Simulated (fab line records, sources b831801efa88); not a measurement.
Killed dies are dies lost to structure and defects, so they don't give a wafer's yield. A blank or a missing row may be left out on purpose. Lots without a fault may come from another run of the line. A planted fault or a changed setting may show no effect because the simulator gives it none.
fab line records | flow gf180mcu
record lots=14 wafers=42 last_day=33
route steps=602 shown V3@443 M4@456
lots that met no fault: from a run of the same line without faults
start_h: hours from the record's first day to the start of the lot's first wafer shown | wait_h: hours since the lot's step before | " the same as in the row above | L1.1+2: a row that stands for several wafers | - no value, or no start given | * or withheld: withheld | < > ~ a bound
route shown NAME@n: a module of which the file shows steps, and the number in the route of the first | usual: mean/standard deviation of fault-free wafers | same: alike in all rows | chamber/n: place in a boat | sites: the reading at each site | _std_site: their standard deviation | _edge_site: outer sites' mean less inner sites' | radius_mm: how far each site lies from the wafer's centre | mask NAME#n: copy n | behind: the tool/chamber that last shaped the wafer | hold: why the lot was held/for how many hours/how that ended | device: the transistor (n, p or np) that didn't switch | end of line: the same wafers' tests at the end of the route | a step without rows: its recipe alone | killed: dies lost to structure and defects at the first sort, not the wafer's yield | map: a wafer's dies, x killed, . not, _ none there
set.NAME: the setting as run; set.NAME@STEP: as run at that earlier step | model.NAME: the simulator's own value behind a step, which no gauge read
steps of the route over a sample of lots; a table a step, a row a wafer
services: from which hour (start_h, from the record's first day; less than 0 if before it) a tool's chamber was out of use, for how many hours, and why
## steps
# step GF_V3_CD_MEAS_14
# recipe target_cd_nm=260
# usual cd_nm=260.3/0.95
# columns lot.wafer tool chamber start_h wait_h cd_nm
L996.1 cd_sem-01 - 538.71 0.1 261.2
L996.2 " - " " 260.5
L996.3 " - " " 260.5
L997.4 cd_sem-02 - 555.73 0.1 260.0
L997.5 " - " " 260.4
L997.6 " - " " 259.8
L998.1 cd_sem-02 - 562.94 0.1 259.1
L998.4 " - " " 259.3
L998.5 " - " " 259.5
L100.2 cd_sem-02 - 577.39 0.1 259.5
L100.3 " - " " 259.4
L100.4 " - " " 258.5
L101.1 cd_sem-02 - 584.37 0.1 260.6
L101.3 " - " " 259.7
L101.6 " - " " 260.5
L102.1 cd_sem-01 - 599.34 0.1 260.7
L102.4 " - " " 261.4
L102.5 " - " " 262.6
L103.2 cd_sem-01 - 607.89 0.1 258.2
L103.5 " - " " 259.7
L103.6 " - " " 258.5
L104.1 cd_sem-02 - 614.64 0.1 259.9
L104.5 " - " " 260.4
L104.6 " - " " 260.1
L106.2 cd_sem-01 - 625.08 0.1 260.9
L106.3 " - " " 259.7
L106.4 " - " " 261.3
L107.3 cd_sem-02 - 625.76 0.1 260.6
L107.4 " - " " 261.0
L107.6 " - " " 260.7
L108.1 cd_sem-02 - 638.14 0.1 259.2
L108.2 " - " " 259.3
L108.6 " - " " 259.3
L110.1 cd_sem-02 - 652.06 0.1 259.1
L110.4 " - " " 260.5
L110.5 " - " " 259.2
L111.3 cd_sem-01 - 656.98 0.1 260.1
L111.5 " - " " 260.7
L111.6 " - " " 260.9
L112.2 cd_sem-01 - 661.11 0.1 259.3
L112.3 " - " " 259.2
L112.5 " - " " 259.9
# step GF_V3_RS_MEAS_24
# recipe thk_meas_gauge=four-point-probe reads=W_of_V3_CVD_23+TiN_of_V3_SPUTTER_22+Ti_of_V3_SPUTTER_21
# usual V3_W_RS=0.326/0.0045
# columns lot.wafer tool chamber start_h wait_h V3_W_RS[ohm/sq]
L996.1 film_metro-01 - 539.75 0.1 0.323
L996.2 " - " " 0.329
L996.3 " - " " 0.323
L997.4 film_metro-04 - 556.87 0.1 0.332
L997.5 " - " " 0.336
L997.6 " - " " 0.330
L998.1 film_metro-01 - 564.31 0.1 0.324
L998.4 " - " " 0.333
L998.5 " - " " 0.332
L100.2 film_metro-01 - 578.42 0.1 0.326
L100.3 " - " " 0.327
L100.4 " - " " 0.319
L101.1 film_metro-01 - 585.40 0.1 0.325
L101.3 " - " " 0.324
L101.6 " - " " 0.326
L102.1 film_metro-04 - 600.38 0.1 0.326
L102.4 " - " " 0.327
L102.5 " - " " 0.330
L103.2 film_metro-03 - 608.92 0.1 0.331
L103.5 " - " " 0.330
L103.6 " - " " 0.336
L104.1 film_metro-01 - 615.68 0.1 0.323
L104.5 " - " " 0.333
L104.6 " - " " 0.327
L106.2 film_metro-04 - 626.11 0.1 0.321
L106.3 " - " " 0.330
L106.4 " - " " 0.326
L107.3 film_metro-01 - 626.83 0.1 0.322
L107.4 " - " " 0.331
L107.6 " - " " 0.328
L108.1 film_metro-03 - 639.17 0.1 0.333
L108.2 " - " " 0.329
L108.6 " - " " 0.326
L110.1 film_metro-04 - 653.09 0.1 0.320
L110.4 " - " " 0.321
L110.5 " - " " 0.316
L111.3 film_metro-03 - 658.01 0.1 0.329
L111.5 " - " " 0.324
L111.6 " - " " 0.319
L112.2 film_metro-03 - 662.14 0.1 0.322
L112.3 " - " " 0.323
L112.5 " - " " 0.328
# step GF_M4_SPUTTER_00
# recipe material=Ti target_thk_nm=37.5 arriving_ion_energy_ev=80 substrate_temp_c=200 chamber_pressure_pa=2 power_w=4000 time_s=150
# usual cathode_dc_power_W=3999.8/0.75 chamber_pressure_pa=2.000/0.0038 throttle_valve_pct=30.5/0.77
# columns lot.wafer tool chamber start_h wait_h cathode_dc_power_W chamber_pressure_pa throttle_valve_pct
L996.1 pvd_sputter-03 - 540.24 0.2 4000.1 1.997 30.1
L996.2 " - " " 4001.3 2.001 29.5
L996.3 " - " " 3999.7 2.004 29.5
L997.4 pvd_sputter-04 - 557.29 0.2 4000.2 2.001 30.6
L997.5 " - " " 4000.9 1.999 30.7
L997.6 " - " " 3998.6 1.993 30.9
L998.1 pvd_sputter-01 - 564.79 0.2 4000.0 2.003 29.9
L998.4 " - " " 3999.5 2.007 30.6
L998.5 " - " " 4000.0 2.003 29.8
L100.2 pvd_sputter-01 - 579.23 0.1 4000.2 1.997 29.8
L100.3 " - " " 3999.7 1.996 30.4
L100.4 " - " " 3999.8 2.000 30.4
L101.1 pvd_sputter-04 - 585.88 0.1 3999.2 1.993 30.9
L101.3 " - " " 4000.5 2.003 31.7
L101.6 " - " " 3999.2 2.000 31.1
L102.1 pvd_sputter-03 - 600.86 0.1 3999.1 1.998 30.3
L102.4 " - " " 4000.8 2.001 29.4
L102.5 " - " " 3999.6 1.997 29.1
L103.2 pvd_sputter-04 - 609.38 0.2 4000.1 2.001 30.7
L103.5 " - " " 4000.9 2.008 30.9
L103.6 " - " " 4000.1 2.000 30.7
L104.1 pvd_sputter-04 - 616.16 0.1 3999.0 1.993 31.0
L104.5 " - " " 4000.4 2.004 30.6
L104.6 " - " " 4000.8 2.003 31.9
L106.2 pvd_sputter-01 - 626.57 0.1 3999.1 2.001 30.6
L106.3 " - " " 4000.5 2.002 30.3
L106.4 " - " " 3998.2 2.001 29.9
L107.3 pvd_sputter-03 - 627.27 0.1 3998.6 1.999 29.2
L107.4 " - " " 4000.6 1.999 29.9
L107.6 " - " " 4000.1 2.000 30.3
L108.1 pvd_sputter-04 - 639.65 0.1 3998.5 2.000 30.6
L108.2 " - " " 3998.3 1.997 32.0
L108.6 " - " " 3999.5 2.004 30.6
L110.1 pvd_sputter-01 - 653.57 0.1 - - -
L110.4 " - " " - - -
L110.5 " - " " - - -
L111.3 pvd_sputter-03 - 658.45 0.1 - - -
L111.5 " - " " - - -
L111.6 " - " " - - -
L112.2 pvd_sputter-04 - 662.60 0.1 3999.5 2.000 32.1
L112.3 " - " " 3999.1 2.002 30.9
L112.5 " - " " 3999.7 1.998 30.6
# step GF_M4_SPUTTER_04
# recipe material=TiN target_thk_nm=50 power_w=6500 time_s=41.7 chamber_pressure_pa=0.4
# usual cathode_dc_power_W=6499.8/1.2 chamber_pressure_pa=0.4000/0.00082 throttle_valve_pct=30.5/0.77
# columns lot.wafer tool chamber start_h wait_h cathode_dc_power_W chamber_pressure_pa throttle_valve_pct
L996.1 pvd_sputter-03 - 540.42 0.0 6500.5 0.4016 30.3
L996.2 " - " " 6499.9 0.3997 29.2
L996.3 " - " " 6499.4 0.4006 29.6
L997.4 pvd_sputter-04 - 557.47 0.0 6500.8 0.4008 31.0
L997.5 " - " " 6499.6 0.4000 30.9
L997.6 " - " " 6499.7 0.4019 31.1
L998.1 pvd_sputter-01 - 564.97 0.0 6500.9 0.3993 29.8
L998.4 " - " " 6501.3 0.3991 30.1
L998.5 " - " " 6500.2 0.3992 29.8
L100.2 pvd_sputter-01 - 579.41 0.0 6499.7 0.3990 29.6
L100.3 " - " " 6501.3 0.3996 30.3
L100.4 " - " " 6500.0 0.4013 30.2
L101.1 pvd_sputter-04 - 586.06 0.0 6500.8 0.4014 31.0
L101.3 " - " " 6498.9 0.4009 32.1
L101.6 " - " " 6499.7 0.4009 30.8
L102.1 pvd_sputter-03 - 601.04 0.0 6500.2 0.3993 30.3
L102.4 " - " " 6499.0 0.4011 29.7
L102.5 " - " " 6499.7 0.3994 29.0
L103.2 pvd_sputter-04 - 609.56 0.0 6499.7 0.3993 31.0
L103.5 " - " " 6499.2 0.4008 31.1
L103.6 " - " " 6500.0 0.3988 30.9
L104.1 pvd_sputter-04 - 616.34 0.0 6500.2 0.3992 30.9
L104.5 " - " " 6499.2 0.3999 30.4
L104.6 " - " " 6499.7 0.3993 31.6
L106.2 pvd_sputter-01 - 626.75 0.0 6499.7 0.4005 30.8
L106.3 " - " " 6497.9 0.4012 30.2
L106.4 " - " " 6499.6 0.3988 29.7
L107.3 pvd_sputter-03 - 627.45 0.0 6498.7 0.3991 29.0
L107.4 " - " " 6500.9 0.3994 29.8
L107.6 " - " " 6499.8 0.3991 30.2
L108.1 pvd_sputter-04 - 639.83 0.0 6500.7 0.3980 30.8
L108.2 " - " " 6500.5 0.3992 31.9
L108.6 " - " " 6498.0 0.4000 30.7
L110.1 pvd_sputter-01 - 653.75 0.0 6497.8 0.4013 30.3
L110.4 " - " " 6498.4 0.4004 30.0
L110.5 " - " " 6500.9 0.4002 29.8
L111.3 pvd_sputter-03 - 658.63 0.0 6499.0 0.4001 29.8
L111.5 " - " " 6500.9 0.4005 29.1
L111.6 " - " " 6501.1 0.3994 30.3
L112.2 pvd_sputter-04 - 662.78 0.0 6498.1 0.3995 32.2
L112.3 " - " " 6498.3 0.4003 31.2
L112.5 " - " " 6500.1 0.3993 30.5
## services
# columns tool chamber start_h hours kind
pvd_sputter-01 - 526.01 9.5 repair
pvd_sputter-04 - 549.83 3.3 repair
pvd_sputter-04 - 571.33 2.6 repair
pvd_sputter-01 - 597.20 0.5 repair
pvd_sputter-04 - 650.03 1.9 repair
pvd_sputter-03 - 659.74 18.3 repair
## key
first_sign step=GF_M4_SPUTTER_00 reading=tool_record direction=missing
effect none on later readings
met_at GF_M4_SPUTTER_00
struck_lots L110,L111
later_rows_left_out L110.1,L110.4,L110.5,L111.3,L111.5,L111.6
sort_left_out L110.1,L110.4,L110.5,L111.3,L111.5,L111.6
not_acting_at GF_V3_CD_MEAS_14,GF_V3_RS_MEAS_24,GF_M4_SPUTTER_04
onset_between 627.27 653.57
fault kind=skipped_step_whole tool=pvd_sputter-01,pvd_sputter-03 chamber=- onset_h=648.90 steps=GF_M4_SPUTTER_00 scope=struck_lots_only
# sort_left_out: the simulated sort isn't trusted on such a fault, so these wafers' sort isn't shown, and their yield isn't known
# later_rows_left_out: the simulator's readings of these wafers behind a module that went badly wrong aren't trusted and aren't shown, but for the sort
